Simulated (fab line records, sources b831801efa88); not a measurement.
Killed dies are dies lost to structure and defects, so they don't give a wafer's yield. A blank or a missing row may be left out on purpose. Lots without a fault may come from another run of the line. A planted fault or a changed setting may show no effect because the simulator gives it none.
fab line records | flow gf180mcu
record lots=5 wafers=15 last_day=34
route steps=602 shown HV_LDD@218 NSD@235 PSD@248
lots that met no fault: from a run of the same line without faults
start_h: hours from the record's first day to the start of the lot's first wafer shown | wait_h: hours since the lot's step before | " the same as in the row above | L1.1+2: a row that stands for several wafers | - no value, or no start given | * or withheld: withheld | < > ~ a bound
route shown NAME@n: a module of which the file shows steps, and the number in the route of the first | usual: mean/standard deviation of fault-free wafers | same: alike in all rows | chamber/n: place in a boat | sites: the reading at each site | _std_site: their standard deviation | _edge_site: outer sites' mean less inner sites' | radius_mm: how far each site lies from the wafer's centre | mask NAME#n: copy n | behind: the tool/chamber that last shaped the wafer | hold: why the lot was held/for how many hours/how that ended | device: the transistor (n, p or np) that didn't switch | end of line: the same wafers' tests at the end of the route | a step without rows: its recipe alone | killed: dies lost to structure and defects at the first sort, not the wafer's yield | map: a wafer's dies, x killed, . not, _ none there
set.NAME: the setting as run; set.NAME@STEP: as run at that earlier step | model.NAME: the simulator's own value behind a step, which no gauge read
lots at some steps of the route; a table a step, a row a wafer
services: from which hour (start_h, from the record's first day; less than 0 if before it) a tool's chamber was out of use, for how many hours, and why
## steps
# step GF_HV_LDD_SOFTBAKE_42
# recipe temp_c=90 time_s=60 resist=NOVOLAK
# columns lot.wafer tool chamber start_h wait_h
L074.1+2+3 litho_track-04 0 263.66 0.1
L075.2+4+5 litho_track-04 0 270.03 0.1
L076.2+5+6 litho_track-01 0 275.30 0.1
L078.2+3+4 litho_track-03 0 296.40 0.1
L097.2+4+6 litho_track-04 0 446.48 0.1
# step GF_HV_LDD_EXPOSE_43
# recipe mask_id=Pplus_HV_AREA target_cd_nm=400 na=0.6 source_shape=conventional sigma_outer=0.6 dose_mj=140
# usual stage_vel_mm_s=500.03/0.26
# columns lot.wafer tool chamber start_h wait_h mask stage_vel_mm_s
L074.1 iline_stepper-02 0 - - Pplus_HV_AREA#0 499.72
L074.2 " 0 " " Pplus_HV_AREA#0 499.61
L074.3 " 0 " " Pplus_HV_AREA#0 499.62
L075.2 iline_stepper-01 0 - - Pplus_HV_AREA#0 500.52
L075.4 " 0 " " Pplus_HV_AREA#0 499.75
L075.5 " 0 " " Pplus_HV_AREA#0 500.10
L076.2 iline_stepper-02 0 - - Pplus_HV_AREA#0 500.04
L076.5 " 0 " " Pplus_HV_AREA#0 500.13
L076.6 " 0 " " Pplus_HV_AREA#0 499.90
L078.2 iline_stepper-01 0 - - Pplus_HV_AREA#0 500.11
L078.3 " 0 " " Pplus_HV_AREA#0 500.48
L078.4 " 0 " " Pplus_HV_AREA#0 500.37
L097.2 iline_stepper-01 0 - - Pplus_HV_AREA#0 500.21
L097.4 " 0 " " Pplus_HV_AREA#0 500.42
L097.6 " 0 " " Pplus_HV_AREA#0 500.25
# step GF_HV_LDD_PEB_44
# recipe temp_c=withheld time_s=* resist=NOVOLAK
# columns lot.wafer tool chamber start_h wait_h
L074.1+2+3 litho_track-01 0 - -
L075.2+4+5 litho_track-04 0 - -
L076.2+5+6 litho_track-01 0 - -
L078.2+3+4 litho_track-01 0 - -
L097.2+4+6 litho_track-01 0 - -
# step GF_HV_LDD_DEVELOP_45
# recipe develop_time_s=60 dev_temp_c=23
# same develop_time_s=60
# columns lot.wafer tool chamber start_h wait_h
L074.1+2+3 litho_track-01 0 272.73 0.1
L075.2+4+5 litho_track-04 0 279.98 0.1
L076.2+5+6 litho_track-01 0 285.00 0.1
L078.2+3+4 litho_track-01 0 306.70 0.1
L097.2+4+6 litho_track-01 0 457.40 0.1
# step GF_HV_LDD_CD_MEAS_46
# recipe target_cd_nm=400
# usual cd_nm=400.0/2.5
# columns lot.wafer tool chamber start_h wait_h cd_nm
L074.1 cd_sem-02 - 272.88 0.1 396.8
L074.2 " - " " 399.4
L074.3 " - " " 397.4
L075.2 cd_sem-01 - 280.13 0.1 401.5
L075.4 " - " " 403.1
L075.5 " - " " 400.0
L076.2 cd_sem-01 - 285.15 0.1 398.7
L076.5 " - " " 398.3
L076.6 " - " " 398.0
L078.2 cd_sem-02 - 306.84 0.1 399.1
L078.3 " - " " 397.3
L078.4 " - " " 396.4
L097.2 cd_sem-01 - 457.59 0.2 401.2
L097.4 " - " " 400.8
L097.6 " - " " 398.9
# step GF_HV_LDD_OVL_MEAS_47
# usual HV_LDD_03_OVL=-0.3/1.3
# columns lot.wafer tool chamber start_h wait_h HV_LDD_03_OVL[nm]
L074.1 overlay-01 - 273.00 0.1 -1.2
L074.2 " - " " -2.2
L074.3 " - " " -2.1
L075.2 overlay-01 - 280.24 0.1 -0.3
L075.4 " - " " -0.3
L075.5 " - " " -0.6
L076.2 overlay-02 - 285.25 0.1 1.0
L076.5 " - " " 0.5
L076.6 " - " " 0.1
L078.2 overlay-02 - 306.95 0.1 0.4
L078.3 " - " " 1.7
L078.4 " - " " 1.1
L097.2 overlay-01 - 457.70 0.1 -0.9
L097.4 " - " " -2.0
L097.6 " - " " -1.1
# step GF_HV_LDD_IMPLANT_48
# recipe species=B energy_kev=25 dose_cm2=3e+13 tilt_deg=7
# usual faraday_current_uA=170/3.2 tilt_deg=7.000/0.021
# columns lot.wafer tool chamber start_h wait_h faraday_current_uA tilt_deg
L074.1 implanter-02 0 273.03 0.0 169 6.990
L074.2 " 0 " " 173 7.012
L074.3 " 0 " " 166 7.008
L075.2 implanter-01 0 280.29 0.0 174 7.002
L075.4 " 0 " " 164 6.947
L075.5 " 0 " " 170 6.986
L076.2 implanter-03 0 285.31 0.0 175 7.006
L076.5 " 0 " " 172 7.019
L076.6 " 0 " " 178 7.018
L078.2 implanter-03 0 307.01 0.0 171 6.957
L078.3 " 0 " " 164 6.984
L078.4 " 0 " " 169 7.019
L097.2 implanter-02 0 457.75 0.0 177 7.017
L097.4 " 0 " " 170 7.007
L097.6 " 0 " " 169 6.996
# step GF_HV_LDD_STRIP_49
# recipe chemistry=O2/N2 power_w=1400 pressure_mtorr=1500 platen_temp_c=250 o2_flow_sccm=3000 n2_flow_sccm=300 overash_fraction=0.5
# usual drypump_motor_current_A=6.1/0.55 heater_power_w=330/30 oes_product_au=0.716/0.0046 strip_time_to_endpoint_s=12.64/0.039
# columns lot.wafer tool chamber start_h wait_h drypump_motor_current_A heater_power_w oes_product_au rf_hours_counter_h strip_time_to_endpoint_s
L074.1 plasma_asher-03 0 273.18 0.1 6.6 314 0.717 16 12.66
L074.2 " 1 " " 6.5 361 0.719 16 12.71
L074.3 " 0 " " 6.6 316 0.715 - 12.69
L075.2 plasma_asher-02 0 280.42 0.1 5.7 401 0.725 62 12.67
L075.4 " 0 " " 5.7 390 0.707 - 12.68
L075.5 " 0 " " 5.7 392 0.716 - 12.66
L076.2 plasma_asher-04 1 285.43 0.1 5.2 292 0.722 53 12.67
L076.5 " 1 " " 5.2 287 0.714 - 12.71
L076.6 " 0 " " 5.7 319 0.713 - 12.65
L078.2 plasma_asher-04 0 307.13 0.1 5.6 314 0.715 55 12.62
L078.3 " 1 " " 5.2 292 0.710 - 12.64
L078.4 " 0 " " 5.7 321 0.710 - 12.61
L097.2 plasma_asher-02 0 457.88 0.1 5.7 382 0.716 3 12.65
L097.4 " 1 " " 5.9 328 0.715 - 12.67
L097.6 " 0 " " 5.7 385 0.723 - 12.65
# step GF_HV_LDD_TW_MEAS_50
# usual HV_LDD_4_TW=568/5.1
# columns lot.wafer tool chamber start_h wait_h HV_LDD_4_TW
L074.1 film_metro-02 - 273.28 0.1 563
L074.2 " - " " 564
L074.3 " - " " 563
L075.2 film_metro-02 - 280.53 0.1 563
L075.4 " - " " 563
L075.5 " - " " 561
L076.2 film_metro-03 - 285.54 0.1 575
L076.5 " - " " 572
L076.6 " - " " 574
L078.2 film_metro-02 - 307.24 0.1 564
L078.3 " - " " 564
L078.4 " - " " 563
L097.2 film_metro-04 - 457.99 0.1 560
L097.4 " - " " 560
L097.6 " - " " 559
# step GF_HV_LDD_CLEAN_51
# recipe chemistry=SC1/SC2 mix=1:4:20 temp_c=70 time_s=150 dry=n2_spin
# usual bath_guard_temp_C=70.2/0.5
# columns lot.wafer tool chamber start_h wait_h bath_guard_temp_C
L074.1 wet_bench-04 3 273.34 0.1 70.6
L074.2 " 3 " " 70.8
L074.3 " 3 " " 70.4
L075.2 wet_bench-02 3 280.58 0.0 70.2
L075.4 " 3 " " 69.9
L075.5 " 3 " " 70.2
L076.2 wet_bench-04 2 285.59 0.0 69.2
L076.5 " 2 " " 69.2
L076.6 " 2 " " 69.4
L078.2 wet_bench-02 0 307.29 0.0 70.6
L078.3 " 0 " " 70.5
L078.4 " 0 " " 70.5
L097.2 wet_bench-02 0 458.04 0.0 70.5
L097.4 " 0 " " 70.3
L097.6 " 0 " " 70.5
# step GF_HV_LDD_RTA_52
# recipe temp_c=1000 time_s=10 ambient=N2
# usual lamp_power_pct=34.18/0.17 wafer_temp_C_max=1003.6/1.1
# columns lot.wafer tool chamber start_h wait_h lamp_power_pct wafer_temp_C_max
L074.1 rtp_anneal-01 0 273.39 0.0 34.34 1002.0
L074.2 " 0 " " 34.41 1002.0
L074.3 " 0 " " 34.37 1003.3
L075.2 rtp_anneal-02 0 280.64 0.0 34.05 1004.0
L075.4 " 0 " " 34.04 1003.5
L075.5 " 0 " " 33.99 1003.7
L076.2 rtp_anneal-02 0 285.65 0.0 34.00 1005.1
L076.5 " 0 " " 34.01 1003.0
L076.6 " 0 " " 34.06 1004.2
L078.2 rtp_anneal-02 0 307.35 0.0 34.06 1004.1
L078.3 " 0 " " 34.08 1004.6
L078.4 " 0 " " 34.06 1003.7
L097.2 rtp_anneal-02 0 458.11 0.0 34.00 1005.7
L097.4 " 0 " " 34.12 1004.1
L097.6 " 0 " " 34.05 1005.4
# step GF_HV_LDD_RS_MEAS_53
# recipe thk_meas_gauge=four-point-probe
# usual HV_LDD_RS=418.7/0.95
# columns lot.wafer tool chamber start_h wait_h HV_LDD_RS[ohm/sq]
L074.1 film_metro-03 - 273.46 0.1 418.0
L074.2 " - " " 418.4
L074.3 " - " " 419.7
L075.2 film_metro-02 - 280.71 0.1 418.0
L075.4 " - " " 417.3
L075.5 " - " " 417.5
L076.2 film_metro-03 - 285.73 0.1 418.3
L076.5 " - " " 418.6
L076.6 " - " " 418.0
L078.2 film_metro-03 - 307.43 0.1 420.2
L078.3 " - " " 420.4
L078.4 " - " " 420.8
L097.2 film_metro-02 - 458.18 0.1 417.7
L097.4 " - " " 418.4
L097.6 " - " " 418.7
# step GF_HV_LDD_CVD_54
# recipe material=SiO2 target_thk_nm=10 precursor=TEOS temp_c=680 time_s=75 pressure_mtorr=400
# usual zone_power_centre_pct=11.2/0.92
# columns lot.wafer tool chamber start_h wait_h zone_power_centre_pct
L074.1 lpcvd-02 1 273.58 0.1 12.3
L074.2 " 1 " " 12.5
L074.3 " 1 " " 12.4
L075.2 lpcvd-02 1 280.81 0.1 12.4
L075.4 " 1 " " 12.6
L075.5 " 1 " " 12.4
L076.2 lpcvd-01 0 285.83 0.1 10.3
L076.5 " 0 " " 10.5
L076.6 " 0 " " 10.4
L078.2 lpcvd-01 0 308.24 0.8 10.3
L078.3 " 0 " " 10.4
L078.4 " 0 " " 10.5
L097.2 lpcvd-02 0 458.28 0.1 10.5
L097.4 " 0 " " 10.6
L097.6 " 0 " " 10.4
# step GF_HV_LDD_THK_MEAS_55
# recipe reads=SiO2_of_HV_LDD_CVD_54
# usual HV_LDD_CVD_54_THK=10.02/0.13
# columns lot.wafer tool chamber start_h wait_h HV_LDD_CVD_54_THK[nm]
L074.1 film_metro-02 - 274.60 0.0 9.98
L074.2 " - " " 10.02
L074.3 " - " " 10.04
L075.2 film_metro-02 - 281.84 0.0 10.08
L075.4 " - " " 10.12
L075.5 " - " " 9.97
L076.2 film_metro-03 - 288.13 0.0 10.09
L076.5 " - " " 10.00
L076.6 " - " " 10.17
L078.2 film_metro-02 - 309.27 0.0 9.99
L078.3 " - " " 10.19
L078.4 " - " " 10.00
L097.2 film_metro-02 - 459.31 0.0 10.01
L097.4 " - " " 10.02
L097.6 " - " " 9.99
# step GF_HV_LDD_CVD_56
# recipe material=Si3N4 precursor=DCS/NH3 target_thk_nm=90 temp_c=770 time_s=1543 pressure_mtorr=250
# usual zone_power_centre_pct=14.3/1.2
# columns lot.wafer tool chamber start_h wait_h zone_power_centre_pct
L074.1 lpcvd-01 1 274.66 0.1 15.3
L074.2 " 1 " " 15.0
L074.3 " 1 " " 15.1
L075.2 lpcvd-01 0 281.89 0.0 13.2
L075.4 " 0 " " 13.0
L075.5 " 0 " " 13.2
L076.2 lpcvd-02 1 288.56 0.4 15.7
L076.5 " 1 " " 15.8
L076.6 " 1 " " 15.7
L078.2 lpcvd-01 1 309.32 0.0 15.2
L078.3 " 1 " " 15.3
L078.4 " 1 " " 15.3
L097.2 lpcvd-02 0 459.36 0.0 13.0
L097.4 " 0 " " 13.1
L097.6 " 0 " " 12.9
# step GF_HV_LDD_THK_MEAS_57
# recipe reads=Si3N4_of_HV_LDD_CVD_56
# usual HV_LDD_CVD_56_THK=90.3/0.77
# columns lot.wafer tool chamber start_h wait_h HV_LDD_CVD_56_THK[nm]
L074.1 film_metro-03 - 276.09 0.0 92.1
L074.2 " - " " 91.7
L074.3 " - " " 91.1
L075.2 film_metro-02 - 284.05 0.0 90.6
L075.4 " - " " 90.5
L075.5 " - " " 90.5
L076.2 film_metro-04 - 290.00 0.0 90.1
L076.5 " - " " 90.2
L076.6 " - " " 89.3
L078.2 film_metro-04 - 310.76 0.0 90.9
L078.3 " - " " 91.8
L078.4 " - " " 91.4
L097.2 film_metro-02 - 460.80 0.0 89.1
L097.4 " - " " 89.7
L097.6 " - " " 88.8
# step GF_HV_LDD_ETCHBACK_58
# recipe chemistry=CH3F/O2 target=Si3N4 stop_on=SiO2 source_w=400 bias_w=80 pressure_mtorr=25 ch3f_flow_sccm=40 O2_flow_sccm=30 time_s=100 target_depth_a=900
# usual drypump_motor_current_A=5.7/0.5 oes_product_au=0.844/0.0063 throttle_valve_pct=10.560/0.0097
# columns lot.wafer tool chamber start_h wait_h drypump_motor_current_A oes_product_au rf_hours_counter_h throttle_valve_pct
L074.1 rie_diel-03 3 276.15 0.1 5.4 0.855 6 10.565
L074.2 " 1 " " 5.6 0.849 112 10.537
L074.3 " 0 " " 4.8 0.848 12 10.558
L075.2 rie_diel-01 2 284.10 0.0 6.2 0.847 24 10.572
L075.4 " 3 " " 6.5 0.841 71 10.554
L075.5 " 2 " " 6.2 0.858 - 10.571
L076.2 rie_diel-01 0 290.05 0.0 5.4 0.842 12 10.558
L076.5 " 1 " " 5.8 0.838 - 10.558
L076.6 " 2 " " 6.2 0.839 - 10.547
L078.2 rie_diel-01 1 310.81 0.0 5.8 0.845 56 10.575
L078.3 " 3 " " 6.5 0.852 72 10.578
L078.4 " 1 " " 5.8 0.846 - 10.566
L097.2 rie_diel-02 0 460.85 0.0 5.7 0.851 24 10.565
L097.4 " 3 " " 5.1 0.844 74 10.572
L097.6 " 3 " " 5.1 0.836 - 10.550
# step GF_NSD_DEHYDRATE_00
# recipe temp_c=200 time_s=60
# columns lot.wafer tool chamber start_h wait_h
L074.1+2+3 litho_track-02 0 284.76 8.6
L075.2+4+5 litho_track-02 0 293.23 9.1
L076.2+5+6 litho_track-02 0 299.53 9.4
L078.2+3+4 litho_track-03 0 320.15 9.3
L097.2+4+6 litho_track-03 0 472.40 11.5
# step GF_NSD_HMDS_01
# recipe prime_time_s=60 prime_temp_c=120
# columns lot.wafer tool chamber start_h wait_h
L074.1+2+3 litho_track-02 0 284.91 0.1
L075.2+4+5 litho_track-02 0 293.38 0.1
L076.2+5+6 litho_track-02 0 299.68 0.1
L078.2+3+4 litho_track-03 0 320.30 0.1
L097.2+4+6 litho_track-03 0 472.55 0.1
# step GF_NSD_COAT_02
# recipe resist=NOVOLAK spin_rpm=3000 resist_thk_nm=1000
# columns lot.wafer tool chamber start_h wait_h
L074.1+2+3 litho_track-02 0 285.06 0.1
L075.2+4+5 litho_track-02 0 293.53 0.1
L076.2+5+6 litho_track-02 0 299.83 0.1
L078.2+3+4 litho_track-03 0 320.45 0.1
L097.2+4+6 litho_track-03 0 472.70 0.1
# step GF_NSD_SOFTBAKE_03
# recipe temp_c=90 time_s=60 resist=NOVOLAK
# columns lot.wafer tool chamber start_h wait_h
L074.1+2+3 litho_track-02 0 285.21 0.1
L075.2+4+5 litho_track-02 0 293.68 0.1
L076.2+5+6 litho_track-02 0 299.98 0.1
L078.2+3+4 litho_track-03 0 320.60 0.1
L097.2+4+6 litho_track-03 0 472.85 0.1
# step GF_NSD_EXPOSE_04
# recipe mask_id=Nplus target_cd_nm=400 na=0.6 source_shape=conventional sigma_outer=0.6 dose_mj=140
# usual stage_vel_mm_s=500.08/0.28
# columns lot.wafer tool chamber start_h wait_h mask stage_vel_mm_s
L074.1 iline_stepper-02 0 - - Nplus#0 499.80
L074.2 " 0 " " Nplus#0 500.10
L074.3 " 0 " " Nplus#0 499.87
L075.2 iline_stepper-01 0 - - Nplus#0 500.41
L075.4 " 0 " " Nplus#0 499.98
L075.5 " 0 " " Nplus#0 500.16
L076.2 iline_stepper-02 0 - - Nplus#0 500.48
L076.5 " 0 " " Nplus#0 500.38
L076.6 " 0 " " Nplus#0 500.05
L078.2 iline_stepper-01 0 - - Nplus#0 500.01
L078.3 " 0 " " Nplus#0 499.73
L078.4 " 0 " " Nplus#0 499.84
L097.2 iline_stepper-02 0 - - Nplus#0 500.03
L097.4 " 0 " " Nplus#0 500.20
L097.6 " 0 " " Nplus#0 499.74
# step GF_NSD_PEB_05
# recipe temp_c=withheld time_s=* resist=NOVOLAK
# columns lot.wafer tool chamber start_h wait_h
L074.1+2+3 litho_track-02 0 - -
L075.2+4+5 litho_track-03 0 - -
L076.2+5+6 litho_track-02 0 - -
L078.2+3+4 litho_track-03 0 - -
L097.2+4+6 litho_track-02 0 - -
# step GF_NSD_DEVELOP_06
# recipe develop_time_s=60 dev_temp_c=23
# same develop_time_s=60
# columns lot.wafer tool chamber start_h wait_h
L074.1+2+3 litho_track-02 0 295.21 0.1
L075.2+4+5 litho_track-03 0 303.90 0.1
L076.2+5+6 litho_track-02 0 310.23 0.1
L078.2+3+4 litho_track-03 0 331.40 0.1
L097.2+4+6 litho_track-02 0 484.68 0.1
# step GF_NSD_CD_MEAS_07
# recipe target_cd_nm=400
# usual cd_nm=399.9/2.4
# columns lot.wafer tool chamber start_h wait_h cd_nm
L074.1 cd_sem-02 - 295.36 0.1 402.8
L074.2 " - " " 402.7
L074.3 " - " " 400.2
L075.2 cd_sem-02 - 304.05 0.1 400.8
L075.4 " - " " 399.5
L075.5 " - " " 400.4
L076.2 cd_sem-02 - 310.38 0.1 395.6
L076.5 " - " " 399.3
L076.6 " - " " 400.1
L078.2 cd_sem-02 - 331.55 0.1 398.8
L078.3 " - " " 402.4
L078.4 " - " " 397.4
L097.2 cd_sem-02 - 484.82 0.1 401.1
L097.4 " - " " 400.9
L097.6 " - " " 402.4
# step GF_NSD_OVL_MEAS_08
# usual NSD_OVL=-0.5/1.5
# columns lot.wafer tool chamber start_h wait_h NSD_OVL[nm]
L074.1 overlay-02 - 295.48 0.1 -1.3
L074.2 " - " " -0.8
L074.3 " - " " 0.0
L075.2 overlay-02 - 304.15 0.1 0.4
L075.4 " - " " -0.4
L075.5 " - " " -0.5
L076.2 overlay-01 - 310.48 0.1 -0.8
L076.5 " - " " 1.1
L076.6 " - " " 1.4
L078.2 overlay-01 - 331.65 0.1 -1.7
L078.3 " - " " -0.4
L078.4 " - " " 0.3
L097.2 overlay-01 - 484.93 0.1 2.7
L097.4 " - " " 3.4
L097.6 " - " " 4.2
# step GF_NSD_IMPLANT_09
# recipe species=As energy_kev=60 dose_cm2=4e+15 tilt_deg=7
# usual faraday_current_uA=11505/920 tilt_deg=7.004/0.019
# columns lot.wafer tool chamber start_h wait_h faraday_current_uA tilt_deg
L074.1 implanter-01 0 295.51 0.0 11251 7.014
L074.2 " 0 " " 10601 6.999
L074.3 " 0 " " 11007 7.004
L075.2 implanter-01 0 304.21 0.0 10501 7.020
L075.4 " 0 " " 10827 6.998
L075.5 " 0 " " 10660 7.019
L076.2 implanter-01 0 310.54 0.0 11149 7.003
L076.5 " 0 " " 10494 7.029
L076.6 " 0 " " 10601 7.013
L078.2 implanter-01 0 331.71 0.0 10218 7.020
L078.3 " 0 " " 10867 7.036
L078.4 " 0 " " 10814 7.035
L097.2 implanter-01 0 484.98 0.0 11037 7.009
L097.4 " 0 " " 10871 6.987
L097.6 " 0 " " 10483 7.004
# step GF_NSD_IMPLANT_10
# recipe species=P energy_kev=40 dose_cm2=5e+14 tilt_deg=7
# usual faraday_current_uA=2799/54 tilt_deg=7.005/0.022
# columns lot.wafer tool chamber start_h wait_h faraday_current_uA tilt_deg
L074.1 implanter-01 0 295.66 0.1 2845 7.021
L074.2 " 0 " " 2812 7.035
L074.3 " 0 " " 2758 6.983
L075.2 implanter-01 0 304.36 0.1 2678 6.994
L075.4 " 0 " " 2835 7.031
L075.5 " 0 " " 2756 7.008
L076.2 implanter-01 0 310.69 0.1 2711 6.999
L076.5 " 0 " " 2802 6.981
L076.6 " 0 " " 2841 7.006
L078.2 implanter-01 0 331.86 0.1 2855 7.007
L078.3 " 0 " " 2830 7.003
L078.4 " 0 " " 2825 6.997
L097.2 implanter-01 0 485.13 0.1 2728 7.012
L097.4 " 0 " " 2883 7.019
L097.6 " 0 " " 2809 7.039
# step GF_NSD_STRIP_11
# recipe chemistry=O2/N2 power_w=1400 pressure_mtorr=1500 platen_temp_c=250 o2_flow_sccm=3000 n2_flow_sccm=300 overash_fraction=0.5
# usual drypump_motor_current_A=5.7/0.49 heater_power_w=318/33 oes_product_au=0.487/0.0043 strip_time_to_endpoint_s=22.96/0.04
# columns lot.wafer tool chamber start_h wait_h drypump_motor_current_A heater_power_w oes_product_au rf_hours_counter_h strip_time_to_endpoint_s
L074.1 plasma_asher-04 1 295.81 0.1 5.2 285 0.483 54 22.90
L074.2 " 0 " " 5.7 320 0.489 54 22.93
L074.3 " 1 " " 5.2 293 0.482 - 22.92
L075.2 plasma_asher-01 1 304.48 0.1 6.1 385 0.491 67 22.90
L075.4 " 1 " " 6.1 378 0.485 - 22.88
L075.5 " 1 " " 6.1 365 0.478 - 22.86
L076.2 plasma_asher-04 0 310.81 0.1 5.6 314 0.486 56 22.99
L076.5 " 1 " " 5.2 282 0.480 - 23.00
L076.6 " 0 " " 5.7 329 0.489 - 22.99
L078.2 plasma_asher-04 0 332.03 0.1 5.6 320 0.484 59 22.99
L078.3 " 0 " " 5.6 319 0.485 - 23.00
L078.4 " 1 " " 5.2 289 0.498 - 22.99
L097.2 plasma_asher-03 0 485.26 0.1 6.6 319 0.492 41 22.90
L097.4 " 1 " " 6.6 360 0.490 - 22.95
L097.6 " 1 " " 6.6 370 0.486 - 22.90
# step GF_NSD_TW_MEAS_12
# usual NSD_TW=4279/37
# columns lot.wafer tool chamber start_h wait_h NSD_TW
L074.1 film_metro-02 - 295.91 0.1 4216
L074.2 " - " " 4235
L074.3 " - " " 4204
L075.2 film_metro-03 - 304.59 0.1 4250
L075.4 " - " " 4281
L075.5 " - " " 4271
L076.2 film_metro-01 - 310.92 0.1 4311
L076.5 " - " " 4279
L076.6 " - " " 4320
L078.2 film_metro-02 - 332.14 0.1 4238
L078.3 " - " " 4234
L078.4 " - " " 4200
L097.2 film_metro-03 - 485.37 0.1 4270
L097.4 " - " " 4295
L097.6 " - " " 4281
# step GF_PSD_DEHYDRATE_00
# recipe temp_c=200 time_s=60
# columns lot.wafer tool chamber start_h wait_h
L074.1+2+3 litho_track-03 0 305.53 9.6
L075.2+4+5 litho_track-02 0 313.68 9.1
L076.2+5+6 litho_track-01 0 320.10 9.2
L078.2+3+4 litho_track-02 0 342.13 10.0
L097.2+4+6 litho_track-01 0 496.55 11.2
# step GF_PSD_HMDS_01
# recipe prime_time_s=60 prime_temp_c=120
# columns lot.wafer tool chamber start_h wait_h
L074.1+2+3 litho_track-03 0 305.68 0.1
L075.2+4+5 litho_track-02 0 313.83 0.1
L076.2+5+6 litho_track-01 0 320.25 0.1
L078.2+3+4 litho_track-02 0 342.28 0.1
L097.2+4+6 litho_track-01 0 496.70 0.1
# step GF_PSD_COAT_02
# recipe resist=NOVOLAK spin_rpm=3000 resist_thk_nm=1000
# columns lot.wafer tool chamber start_h wait_h
L074.1+2+3 litho_track-03 0 305.83 0.1
L075.2+4+5 litho_track-02 0 313.98 0.1
L076.2+5+6 litho_track-01 0 320.40 0.1
L078.2+3+4 litho_track-02 0 342.43 0.1
L097.2+4+6 litho_track-01 0 496.85 0.1
# step GF_PSD_SOFTBAKE_03
# recipe temp_c=90 time_s=60 resist=NOVOLAK
# columns lot.wafer tool chamber start_h wait_h
L074.1+2+3 litho_track-03 0 305.98 0.1
L075.2+4+5 litho_track-02 0 314.13 0.1
L076.2+5+6 litho_track-01 0 320.55 0.1
L078.2+3+4 litho_track-02 0 342.58 0.1
L097.2+4+6 litho_track-01 0 497.00 0.1
# step GF_PSD_EXPOSE_04
# recipe mask_id=Pplus target_cd_nm=400 na=0.6 source_shape=conventional sigma_outer=0.6 dose_mj=140
# usual stage_vel_mm_s=500.07/0.25
# columns lot.wafer tool chamber start_h wait_h mask stage_vel_mm_s
L074.1 iline_stepper-02 0 - - Pplus#0 500.33
L074.2 " 0 " " Pplus#0 499.96
L074.3 " 0 " " Pplus#0 500.32
L075.2 iline_stepper-01 0 - - Pplus#0 500.30
L075.4 " 0 " " Pplus#0 500.20
L075.5 " 0 " " Pplus#0 500.32
L076.2 iline_stepper-01 0 - - Pplus#0 499.82
L076.5 " 0 " " Pplus#0 499.92
L076.6 " 0 " " Pplus#0 499.51
L078.2 iline_stepper-01 0 - - Pplus#0 499.69
L078.3 " 0 " " Pplus#0 500.08
L078.4 " 0 " " Pplus#0 499.80
L097.2 iline_stepper-02 0 - - Pplus#0 499.89
L097.4 " 0 " " Pplus#0 500.27
L097.6 " 0 " " Pplus#0 499.70
# step GF_PSD_PEB_05
# recipe temp_c=withheld time_s=* resist=NOVOLAK
# columns lot.wafer tool chamber start_h wait_h
L074.1+2+3 litho_track-02 0 - -
L075.2+4+5 litho_track-01 0 - -
L076.2+5+6 litho_track-02 0 - -
L078.2+3+4 litho_track-01 0 - -
L097.2+4+6 litho_track-02 0 - -
# step GF_PSD_DEVELOP_06
# recipe develop_time_s=60 dev_temp_c=23
# same develop_time_s=60
# columns lot.wafer tool chamber start_h wait_h
L074.1+2+3 litho_track-02 0 316.01 0.1
L075.2+4+5 litho_track-01 0 324.45 0.1
L076.2+5+6 litho_track-02 0 330.78 0.1
L078.2+3+4 litho_track-01 0 353.40 0.1
L097.2+4+6 litho_track-02 0 508.33 0.1
# step GF_PSD_CD_MEAS_07
# recipe target_cd_nm=400
# usual cd_nm=400.2/2.7
# columns lot.wafer tool chamber start_h wait_h cd_nm
L074.1 cd_sem-01 - 316.16 0.1 399.1
L074.2 " - " " 398.9
L074.3 " - " " 399.0
L075.2 cd_sem-01 - 324.59 0.1 397.6
L075.4 " - " " 397.7
L075.5 " - " " 399.4
L076.2 cd_sem-02 - 330.93 0.1 400.2
L076.5 " - " " 399.9
L076.6 " - " " 398.2
L078.2 cd_sem-02 - 353.54 0.1 404.1
L078.3 " - " " 402.4
L078.4 " - " " 404.8
L097.2 cd_sem-02 - 508.47 0.1 399.3
L097.4 " - " " 399.7
L097.6 " - " " 398.8
# step GF_PSD_OVL_MEAS_08
# usual PSD_OVL=0.4/1.7
# columns lot.wafer tool chamber start_h wait_h PSD_OVL[nm]
L074.1 overlay-02 - 316.28 0.1 -0.6
L074.2 " - " " 0.7
L074.3 " - " " 2.7
L075.2 overlay-01 - 324.70 0.1 1.1
L075.4 " - " " 0.8
L075.5 " - " " 1.0
L076.2 overlay-01 - 331.03 0.1 1.2
L076.5 " - " " 1.2
L076.6 " - " " 0.8
L078.2 overlay-02 - 353.65 0.1 0.8
L078.3 " - " " 0.9
L078.4 " - " " 1.2
L097.2 overlay-02 - 508.58 0.1 -0.4
L097.4 " - " " 0.8
L097.6 " - " " -0.8
# step GF_PSD_IMPLANT_09
# recipe species=BF2 energy_kev=40 dose_cm2=1.5e+15 tilt_deg=7
# usual faraday_current_uA=8250/170 tilt_deg=7.001/0.019
# columns lot.wafer tool chamber start_h wait_h faraday_current_uA tilt_deg
L074.1 implanter-03 0 316.31 0.0 8209 6.969
L074.2 " 0 " " 8565 6.962
L074.3 " 0 " " 8444 6.965
L075.2 implanter-03 0 324.76 0.0 8121 7.004
L075.4 " 0 " " 8367 7.001
L075.5 " 0 " " 8323 6.987
L076.2 implanter-03 0 331.09 0.0 8361 6.983
L076.5 " 0 " " 8215 6.981
L076.6 " 0 " " 8005 7.009
L078.2 implanter-04 0 353.70 0.0 8269 6.999
L078.3 " 0 " " 7986 6.992
L078.4 " 0 " " 8003 6.993
L097.2 implanter-01 0 508.63 0.0 8350 6.987
L097.4 " 0 " " 8123 7.020
L097.6 " 0 " " 8367 7.010
## services
# columns tool chamber start_h hours kind
iline_stepper-02 - 249.36 1.7 pm
plasma_asher-04 - 271.22 2.1 repair
implanter-01 - 287.64 3.0 repair
lpcvd-01 - 290.34 0.3 repair
implanter-01 - 291.27 3.9 pm
lpcvd-01 - 296.20 1.0 repair
rie_diel-01 0 303.33 13.3 repair
implanter-03 - 310.67 0.6 repair
iline_stepper-01 - 317.27 2.1 pm
iline_stepper-01 - 333.82 2.6 repair
plasma_asher-04 - 357.53 0.8 repair
rie_diel-01 - 376.50 14.6 pm
implanter-01 - 419.07 2.6 repair
implanter-03 - 439.26 1.1 repair
iline_stepper-01 - 444.00 1.7 pm
iline_stepper-02 - 452.56 4.4 pm
implanter-03 - 456.56 4.0 pm
lpcvd-02 - 460.79 4.3 pm
implanter-03 - 462.61 1.9 repair
iline_stepper-02 - 467.54 1.7 pm
plasma_asher-04 - 479.91 1.3 repair
implanter-03 - 484.99 23.9 pm
iline_stepper-02 - 488.49 1.3 repair
iline_stepper-01 - 492.79 4.5 repair
## key
fault none
